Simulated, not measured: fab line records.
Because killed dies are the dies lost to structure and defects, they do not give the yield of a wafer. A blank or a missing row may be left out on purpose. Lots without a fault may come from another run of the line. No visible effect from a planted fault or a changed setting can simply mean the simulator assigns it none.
Tool commonality check / flow gf180mcu / Sample size 13 lots and 39 wafers

WHY THIS WAS OPENED
Of 13 lots, 2 have the reading MVPSD_RS flagged at GF_VT_IMPLANT_RS_MEAS_49. Wafers without a fault read 1168 ohm/sq, standard deviation 3.
Rule: flag the lot when none of its wafers has a number, or when each of its wafers that has one lies beyond 4 standard deviations from that mean. As for the other lots, they are considered sound.

lot=L373; measured=day 7 14:46; on=film-metro-04; MVPSD_RS (ohm/sq), wafer by wafer=1163 1159 1159; flag=
lot=L374; measured=day 8 00:56; on=film-metro-03; MVPSD_RS (ohm/sq), wafer by wafer=1167 1168 1166; flag=
lot=L378; measured=day 9 01:12; on=film-metro-04; MVPSD_RS (ohm/sq), wafer by wafer=1260 1258 1263; flag=FLAGGED
lot=L379; measured=day 9 07:38; on=film-metro-04; MVPSD_RS (ohm/sq), wafer by wafer=1170 1168 1168; flag=
lot=L380; measured=day 9 14:14; on=film-metro-04; MVPSD_RS (ohm/sq), wafer by wafer=1259 1257 1256; flag=FLAGGED
lot=L381; measured=day 9 19:32; on=film-metro-01; MVPSD_RS (ohm/sq), wafer by wafer=1174 1168 1171; flag=
lot=L382; measured=day 10 03:41; on=film-metro-03; MVPSD_RS (ohm/sq), wafer by wafer=1170 1170 1168; flag=
lot=L386; measured=day 11 06:59; on=film-metro-01; MVPSD_RS (ohm/sq), wafer by wafer=1166 1165 1168; flag=
lot=L389; measured=day 11 23:11; on=film-metro-04; MVPSD_RS (ohm/sq), wafer by wafer=1166 1173 1168; flag=
lot=L390; measured=day 12 07:38; on=film-metro-01; MVPSD_RS (ohm/sq), wafer by wafer=1169 1167 1170; flag=
lot=L394; measured=day 13 09:56; on=film-metro-01; MVPSD_RS (ohm/sq), wafer by wafer=1171 1173 1172; flag=
lot=L396; measured=day 14 01:17; on=film-metro-03; MVPSD_RS (ohm/sq), wafer by wafer=1173 1172 1171; flag=
lot=L395; measured=day 14 02:32; on=film-metro-04; MVPSD_RS (ohm/sq), wafer by wafer=1167 1168 1162; flag=
On average the flagged lots' numbers are 1259 ohm/sq, which is +91 ohm/sq against the usual, or +30 standard deviations.

WHICH TOOL EACH LOT WENT THROUGH
The record holds 2 process steps before the reading, out of a route of 602 steps. Cell contents, in order: the tool; ch with the chambers the sampled wafers went through; the start.
lot=L373; flag=; GF_NWELL_STRIP_10=plasma-asher-04 ch 0,1, day 3 07:54; GF_MVPSD_IMPLANT_09=implanter-01 ch 0, day 5 01:19
lot=L374; flag=; GF_NWELL_STRIP_10=plasma-asher-03 ch 0,1, day 3 15:25; GF_MVPSD_IMPLANT_09=implanter-02 ch 0, day 5 10:16
lot=L378; flag=FLAGGED; GF_NWELL_STRIP_10=plasma-asher-04 ch 0,1, day 4 12:22; GF_MVPSD_IMPLANT_09=implanter-02 ch 0, day 6 08:01
lot=L379; flag=; GF_NWELL_STRIP_10=plasma-asher-01 ch 0,1, day 4 16:22; GF_MVPSD_IMPLANT_09=implanter-04 ch 0, day 6 13:25
lot=L380; flag=FLAGGED; GF_NWELL_STRIP_10=plasma-asher-03 ch 0,1, day 4 22:13; GF_MVPSD_IMPLANT_09=implanter-02 ch 0, day 6 19:37
lot=L381; flag=; GF_NWELL_STRIP_10=plasma-asher-04 ch 0,1, day 5 04:58; GF_MVPSD_IMPLANT_09=implanter-04 ch 0, day 7 01:40
lot=L382; flag=; GF_NWELL_STRIP_10=plasma-asher-03 ch 0,1, day 5 10:01; GF_MVPSD_IMPLANT_09=implanter-01 ch 0, day 7 07:55
lot=L386; flag=; GF_NWELL_STRIP_10=plasma-asher-04 ch 0,1, day 6 07:49; GF_MVPSD_IMPLANT_09=implanter-04 ch 0, day 8 07:21
lot=L389; flag=; GF_NWELL_STRIP_10=plasma-asher-03 ch 0,1, day 6 22:43; GF_MVPSD_IMPLANT_09=implanter-04 ch 0, day 8 23:49
lot=L390; flag=; GF_NWELL_STRIP_10=plasma-asher-01 ch 0,1, day 7 06:43; GF_MVPSD_IMPLANT_09=implanter-04 ch 0, day 9 07:36
lot=L394; flag=; GF_NWELL_STRIP_10=plasma-asher-03 ch 0,1, day 8 03:01; GF_MVPSD_IMPLANT_09=implanter-02 ch 0, day 10 06:24
lot=L396; flag=; GF_NWELL_STRIP_10=plasma-asher-01 ch 0,1, day 8 14:58; GF_MVPSD_IMPLANT_09=implanter-02 ch 0, day 10 19:19
lot=L395; flag=; GF_NWELL_STRIP_10=plasma-asher-01 ch 0,1, day 8 08:37; GF_MVPSD_IMPLANT_09=implanter-04 ch 0, day 10 19:48
What the steps here do:
- GF_NWELL_STRIP_10: strips in O2/N2.
- GF_MVPSD_IMPLANT_09
- GF_VT_IMPLANT_RS_MEAS_49: measures by four-point-probe.

FLAGGED AGAINST TOTAL, ONE TOOL AT A TIME (gauges that did the reading follow at the end)
step=GF_NWELL_STRIP_10; tool=plasma-asher-01; lots run=4; flagged=0; share of the flagged lots=none; sound lots run after its first flagged lot=-
step=GF_NWELL_STRIP_10; tool=plasma-asher-03; lots run=5; flagged=1; share of the flagged lots=some; sound lots run after its first flagged lot=3 (L382,L389,L394)
step=GF_NWELL_STRIP_10; tool=plasma-asher-04; lots run=4; flagged=1; share of the flagged lots=some; sound lots run after its first flagged lot=2 (L381,L386)
step=GF_MVPSD_IMPLANT_09; tool=implanter-01; lots run=2; flagged=0; share of the flagged lots=none; sound lots run after its first flagged lot=-
step=GF_MVPSD_IMPLANT_09; tool=implanter-02; lots run=5; flagged=2; share of the flagged lots=all; sound lots run after its first flagged lot=2 (L394,L396)
step=GF_MVPSD_IMPLANT_09; tool=implanter-04; lots run=6; flagged=0; share of the flagged lots=none; sound lots run after its first flagged lot=-
step=GF_VT_IMPLANT_RS_MEAS_49; tool=film-metro-01; lots run=4; flagged=0; share of the flagged lots=none; sound lots run after its first flagged lot=-
step=GF_VT_IMPLANT_RS_MEAS_49; tool=film-metro-03; lots run=3; flagged=0; share of the flagged lots=none; sound lots run after its first flagged lot=-
step=GF_VT_IMPLANT_RS_MEAS_49; tool=film-metro-04; lots run=6; flagged=2; share of the flagged lots=all; sound lots run after its first flagged lot=3 (L379,L389,L395)

WHAT IS ALLOWED BY THE TABLE
Table rows that saw every flagged lot: 2, namely implanter-02 at GF_MVPSD_IMPLANT_09 and film-metro-04 at GF_VT_IMPLANT_RS_MEAS_49.
- implanter-02 at GF_MVPSD_IMPLANT_09: 2 of its 5 lots flagged. Sound lots followed the first flagged one (L394, L396) on it, something a lasting fault affecting the whole tool could not allow. Its own readings (dose-ions-cm2, faraday-current-uA) fall more than 4 standard deviations out on all wafers of the flagged lots.
- film-metro-04 at GF_VT_IMPLANT_RS_MEAS_49: 2 of its 6 lots flagged. Sound lots followed the first flagged one (L379, L389, L395) on it, something a lasting fault affecting the whole tool could not allow.
Every row of the table either missed a flagged lot or ran a sound lot after the first.

WHAT HAD BEEN PUT IN BY THE SIMULATOR
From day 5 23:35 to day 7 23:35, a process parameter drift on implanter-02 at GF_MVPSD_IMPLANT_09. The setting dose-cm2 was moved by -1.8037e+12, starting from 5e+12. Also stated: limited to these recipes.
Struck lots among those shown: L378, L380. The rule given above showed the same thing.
